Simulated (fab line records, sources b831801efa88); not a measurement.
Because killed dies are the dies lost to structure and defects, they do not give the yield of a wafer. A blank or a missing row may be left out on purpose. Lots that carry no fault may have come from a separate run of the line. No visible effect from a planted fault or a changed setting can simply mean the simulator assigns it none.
Comparing a struck lot with a sound one :: flow sky130 :: 27 out of 708 route steps
Sound: the wafers L754.2, L754.4, L754.6. Struck: wafer L762.3 (L762.2, L762.4, from the same lot, were not struck and are left out); the cause is given at the end.
Order at every step that has rows: each side's tool, ch and its chambers, its first start. Under that, the readings that differ: sound wafers :: struck wafers :: difference of the means :: sigmas: that difference in standard deviations of wafers without a fault.
alike: a reading whose means differ by less than 2 such deviations, as well as words and numbers matching on both sides. not compared: withheld readings; readings where some wafer has no value; bounds like >300 that might hide an equal value; numbers whose values overlap and for which the record gives no deviation.
Wherever a step has rows on one side only, a row that says differs or no value, or a row with sigmas, the two part there. Numbers that have no deviation but don't overlap get no sigmas and don't part them. A reading that every wafer of one side lacks parts them only if that side has two wafers or more.

first, 10 steps without rows for these wafers: SKY_LOCAL_INTERCONNECT_SOFTBAKE_07 (time 90 s); SKY_LOCAL_INTERCONNECT_EXPOSE_08 (exposes mask LI1M, target cd 170 nm); SKY_LOCAL_INTERCONNECT_PEB_09; SKY_LOCAL_INTERCONNECT_DEVELOP_10 (develop time 60 s); SKY_LOCAL_INTERCONNECT_ETCH_13 (etches BARC in N2/H2, stops on SiO2, time 45.9 s, target depth 60 nm); SKY_LOCAL_INTERCONNECT_METAL_ETCH_14 (etches TiN in Cl2/BCl3, stops on PSG, target depth 110 nm, time 31.4 s); SKY_LOCAL_INTERCONNECT_STRIP_15 (strips in O2/N2); SKY_LOCAL_INTERCONNECT_STRIP_16 (strips in post etch residue remover, time 1200 s); SKY_LOCAL_INTERCONNECT_CLEAN_17 (cleans in IPA, time 180 s); SKY_LOCAL_INTERCONNECT_CLEAN_18 (cleans in O3/DIW).
SKY_CONTACT_CVD_00: deposits Si3N4, target thk 75 nm.
  sound on pecvd-04 ch 0,1,2, day 32 15:02; struck on pecvd-03 ch 0, day 35 01:14
reading: model.Si3N4_of_CONTACT_CVD_00.thk-nm (nm)
sound: 73.57 75.13 75.24
struck: 107.4
difference: +32.8
sigmas: 
  alike: heater-power-outer-w, heater-power-w
SKY_CONTACT_THK_MEAS_01:
  struck on film-metro-02, day 35 01:17; sound on film-metro-01, day 32 15:05
reading: CONTACT_CVD_00_THK (nm)
sound: 73.5 75.1 75.2
struck: 107.3
difference: +32.7
sigmas: +37
then, 12 steps without rows for these wafers: SKY_CONTACT_HDPCVD_02 (deposits SiO2, target thk 565 nm, time 94.2 s); SKY_CONTACT_CMP_04 (polishes SiO2); SKY_CONTACT_DEHYDRATE_06 (time 60 s); SKY_CONTACT_HMDS_07 (prime time 60 s); SKY_CONTACT_COAT_08 (resist thk 60 nm); SKY_CONTACT_COAT_09 (resist thk 450 nm); SKY_CONTACT_SOFTBAKE_10 (time 90 s); SKY_CONTACT_EXPOSE_11 (exposes mask CTM1, target cd 170 nm); SKY_CONTACT_PEB_12; SKY_CONTACT_DEVELOP_13 (develop time 60 s); SKY_CONTACT_ETCH_16 (etches BARC in N2/H2, stops on SiO2, time 45.9 s, target depth 60 nm); SKY_CONTACT_ETCH_17 (etches SiO2 in C4F8/O2/Ar, stops on Si3N4, target depth 340 nm).
SKY_CONTACT_ETCH_18: etches Si3N4 in CHF3/O2, stops on TiN, time 39 s, target depth 75 nm.
  sound on rie-diel-04 ch 2,3; struck on rie-diel-03 ch 1
reading: oes-product-au (a.u.)
sound: 0.839 0.856 0.855
struck: 1.004
difference: +0.154
sigmas: +19

reading: throttle-valve-pct (%)
sound: 8.793 8.793 8.791
struck: 8.845
difference: +0.053
sigmas: +6

reading: model.etch.depth-nm (nm)
sound: 73.57 75.13 75.24
struck: 99.05
difference: +24.40
sigmas: 
  alike: chamber-pressure-mTorr, drypump-motor-current-A
  not compared: rf-hours-counter-h
then, 1 step without rows for these wafers: SKY_CONTACT_STRIP_19 (strips in O2/N2).
-- the record jumps here: 14 days lie between the struck wafers' starts before and after (it left off in module CONTACT and takes up again in module PAD_OPEN, whose first step shown is number 708 of the route) --
SKY_PAD_OPEN_PROBE_99:
  struck on prober-02, day 49 03:01; sound on prober-02, day 47 11:56
reading: killed_at_M4_up
sound: 0 5 0
struck: 7
difference: +5
sigmas: +3

reading: killed-at-contacts
sound: 22 31 34
struck: 436
difference: +407
sigmas: +78

reading: killed-dies
sound: 78 84 97
struck: 490
difference: +404
sigmas: +41

reading: killed-on-rim
sound: 14 14 23
struck: 94
difference: +77
sigmas: +20
  alike: killed_at_M0_to_M3, killed-at-front-end, killed-at-other, killed-open, killed-short

== WHERE THEY PART ==
Earliest at SKY_CONTACT_THK_MEAS_01; latest, in this record, at SKY_PAD_OPEN_PROBE_99.

WHY: the cause the simulator had injected
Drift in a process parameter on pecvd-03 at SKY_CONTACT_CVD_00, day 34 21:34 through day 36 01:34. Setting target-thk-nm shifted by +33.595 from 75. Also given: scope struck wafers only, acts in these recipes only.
